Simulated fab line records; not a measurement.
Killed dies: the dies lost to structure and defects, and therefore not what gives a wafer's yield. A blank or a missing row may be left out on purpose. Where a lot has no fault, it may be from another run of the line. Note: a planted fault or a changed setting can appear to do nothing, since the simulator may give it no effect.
Which of the tools did it? + flow sky130 + Sampling: 13 lots, 39 wafers, 5 of 708 route steps

== WHAT THE GAUGES SHOWED, per wafer ==
SKY_VT_ADJUST_HVTP_OVL_MEAS_08. Usual: VT_ADJUST_HVTP_OVL gives 0.4 nm (standard deviation 1.2).
| lot  | measured     | on         | VT_ADJUST_HVTP_OVL (nm) | flag |
|------|--------------|------------|-------------------------|------|
| L177 | day 6 08:08  | overlay-01 | 0.7 1.3 1.5             |      |
| L180 | day 6 23:32  | overlay-02 | 0.1 0.8 -1.0            |      |
| L183 | day 7 19:38  | overlay-02 | 1.0 1.6 -1.0            |      |
| L184 | day 8 04:16  | overlay-01 | 0.3 1.5 -0.8            |      |
| L185 | day 8 04:32  | overlay-01 | 1.2 1.0 1.3             |      |
| L186 | day 8 08:56  | overlay-01 | -1.0 0.0 -0.8           |      |
| L187 | day 8 19:36  | overlay-02 | 0.7 1.3 -0.9            |      |
| L188 | day 8 23:17  | overlay-01 | 0.3 0.7 -1.7            |      |
| L189 | day 9 06:59  | overlay-02 | 1.6 0.3 1.2             |      |
| L197 | day 11 08:03 | overlay-01 | 0.9 0.7 0.9             |      |
| L198 | day 11 14:24 | overlay-01 | 0.6 0.8 1.4             |      |
| L199 | day 11 19:53 | overlay-01 | 0.8 -0.1 -1.0           |      |
| L200 | day 12 04:11 | overlay-02 | -0.8 2.6 1.2            |      |

SKY_VT_ADJUST_LVTN_OVL_MEAS_07. Usual: VT_ADJUST_LVTN_OVL gives -1.1 nm (standard deviation 1.4).
| lot  | measured     | on         | VT_ADJUST_LVTN_OVL (nm) | flag |
|------|--------------|------------|-------------------------|------|
| L177 | day 7 03:10  | overlay-02 | -3.2 -0.8 -1.7          |      |
| L180 | day 7 20:04  | overlay-01 | -0.5 -2.3 -3.5          |      |
| L183 | day 8 15:55  | overlay-01 | -2.0 -3.6 -1.8          |      |
| L184 | day 9 01:16  | overlay-01 | 0.5 -0.5 -1.4           |      |
| L185 | day 9 01:46  | overlay-02 | 0.3 1.9 1.7             |      |
| L186 | day 9 07:00  | overlay-01 | -0.6 -2.9 -0.6          |      |
| L187 | day 9 16:58  | overlay-02 | -0.5 0.1 -1.4           |      |
| L188 | day 9 19:39  | overlay-02 | -3.3 -0.4 -2.2          |      |
| L189 | day 10 05:07 | overlay-01 | -1.0 -0.3 1.1           |      |
| L197 | day 12 08:21 | overlay-02 | -3.4 -2.3 -1.8          |      |
| L198 | day 12 15:04 | overlay-02 | -1.4 -0.7 -0.8          |      |
| L199 | day 12 21:09 | overlay-01 | -1.5 -0.6 -1.0          |      |
| L200 | day 13 05:27 | overlay-01 | -0.8 -0.6 0.6           |      |

SKY_VT_ADJUST_HVTR_OVL_MEAS_08. Usual: VT_ADJUST_HVTR_OVL gives 0.2 nm (standard deviation 1.3).
| lot  | measured     | on         | VT_ADJUST_HVTR_OVL (nm) | flag |
|------|--------------|------------|-------------------------|------|
| L177 | day 9 18:46  | overlay-02 | 0.2 -2.6 0.3            |      |
| L180 | day 10 13:22 | overlay-01 | 2.3 2.7 2.8             |      |
| L183 | day 11 11:40 | overlay-02 | -1.6 0.5 0.3            |      |
| L184 | day 11 21:47 | overlay-02 | -1.8 0.0 -0.6           |      |
| L185 | day 11 22:44 | overlay-02 | -0.8 -0.6 0.7           |      |
| L186 | day 12 05:58 | overlay-01 | 1.2 -0.1 1.0            |      |
| L187 | day 12 17:02 | overlay-01 | -0.6 -0.1 1.0           |      |
| L188 | day 12 20:19 | overlay-01 | 0.2 0.5 4.1             |      |
| L189 | day 13 06:10 | overlay-01 | 1.8 2.2 1.0             |      |
| L197 | day 15 15:01 | overlay-02 | 0.2 -0.5 -0.7           |      |
| L198 | day 15 21:56 | overlay-02 | -0.6 -0.4 -0.8          |      |
| L199 | day 16 04:35 | overlay-01 | 0.9 1.4 1.2             |      |
| L200 | day 16 15:17 | overlay-01 | -1.8 1.2 2.2            |      |

SKY_LDD_HVN_TW_MEAS_10. Usual: LDD_HVN_TW gives 1442 (standard deviation 7.5).
| lot  | measured     | on            | LDD_HVN_TW     | flag |
|------|--------------|---------------|----------------|------|
| L177 | day 20 19:05 | film metro-03 | 1434 1444 1437 |      |
| L180 | day 21 22:23 | film metro-04 | 1435 1429 1434 |      |
| L183 | day 22 23:26 | film metro-01 | 1446 1446 1443 |      |
| L184 | day 23 08:58 | film metro-04 | 1446 1449 1451 |      |
| L185 | day 23 10:59 | film metro-03 | 1438 1435 1438 |      |
| L186 | day 23 18:08 | film metro-03 | 1439 1438 1440 |      |
| L187 | day 24 12:00 | film metro-03 | 1440 1440 1435 |      |
| L188 | day 24 15:55 | film metro-01 | 1465 1466 1467 | OFF  |
| L189 | day 25 02:47 | film metro-04 | 1485 1489 1484 | OFF  |
| L197 | day 27 12:51 | film metro-03 | 1446 1438 1433 |      |
| L198 | day 27 21:14 | film metro-01 | 1455 1442 1454 |      |
| L199 | day 28 04:42 | film metro-03 | 1452 1450 1449 |      |
| L200 | day 28 12:44 | film metro-03 | 1451 1445 1453 |      |

== EACH LOT AND THE TOOL THAT RAN IT (in order: tool; ch and the chambers of the sampled wafers; start) ==
| lot  | SKY_LDD_HVN_IMPLANT_08          |
|------|---------------------------------|
| L177 | implanter-02 ch 0, day 20 18:50 |
| L180 | implanter-01 ch 0, day 21 22:08 |
| L183 | implanter-03 ch 0, day 22 23:11 |
| L184 | implanter-02 ch 0, day 23 08:44 |
| L185 | implanter-03 ch 0, day 23 10:44 |
| L186 | implanter-01 ch 0, day 23 17:53 |
| L187 | implanter-02 ch 0, day 24 11:46 |
| L188 | implanter-03 ch 0, day 24 15:41 |
| L189 | implanter-03 ch 0, day 25 02:32 |
| L197 | implanter-02 ch 0, day 27 12:37 |
| L198 | implanter-03 ch 0, day 27 21:01 |
| L199 | implanter-03 ch 0, day 28 04:28 |
| L200 | implanter-03 ch 0, day 28 12:31 |
- SKY_LDD_HVN_IMPLANT_08

== WHAT THE TOOLS THEMSELVES READ (means of the sampled wafers that have a number; where no wafer has one, the mark that the record gives instead) ==
SKY_LDD_HVN_IMPLANT_08. Usual: dose ions cm2 2.9994e+13, standard deviation 3e+10; faraday current uA 169, standard deviation 3.2.
| lot  | tool         | dose ions cm2 | faraday current uA | flag |
|------|--------------|---------------|--------------------|------|
| L177 | implanter-02 | 2.9984e+13    | 166                |      |
| L180 | implanter-01 | 2.9988e+13    | 169                |      |
| L183 | implanter-03 | 3.0010e+13    | 166                |      |
| L184 | implanter-02 | 2.9988e+13    | 171                |      |
| L185 | implanter-03 | 3.0010e+13    | 172                |      |
| L186 | implanter-01 | 3.0021e+13    | 168                |      |
| L187 | implanter-02 | 2.9957e+13    | 165                |      |
| L188 | implanter-03 | 3.2079e+13    | 183                | OFF  |
| L189 | implanter-03 | 3.2099e+13    | 180                | OFF  |
| L197 | implanter-02 | 2.9982e+13    | 167                |      |
| L198 | implanter-03 | 2.9993e+13    | 171                |      |
| L199 | implanter-03 | 2.9964e+13    | 168                |      |
| L200 | implanter-03 | 2.9985e+13    | 171                |      |

== THE ANSWER, worked out from the rows above alone ==
Rule: take the mean of a lot's wafers that have a number; if it is more than 3 standard deviations from the usual mean, the lot is off. A lot without any number at a reading at which 4 lots or more have one is off too. The other lots that the step has rows for count as sound. Order of review: gauges by route order, followed by the tools' own readings, for which a lot's mean as printed above is used. At the first step where some lot is off, the reading lying furthest off is the one used; lots without a number count as furthest.
Off: L188, L189, seen at SKY_LDD_HVN_TW_MEAS_10 (LDD_HVN_TW).
A tool fits if, at a process step before that reading, it ran every lot that is off, and no sound lot after the first of them. Not tried: the gauges at SKY_LDD_HVN_TW_MEAS_10; whatever is off there is also off at SKY_LDD_HVN_IMPLANT_08, on other tools, and gauge error can't account for it. No candidate that was tried fits.

== WHAT THE SIMULATOR HAD INSERTED ==
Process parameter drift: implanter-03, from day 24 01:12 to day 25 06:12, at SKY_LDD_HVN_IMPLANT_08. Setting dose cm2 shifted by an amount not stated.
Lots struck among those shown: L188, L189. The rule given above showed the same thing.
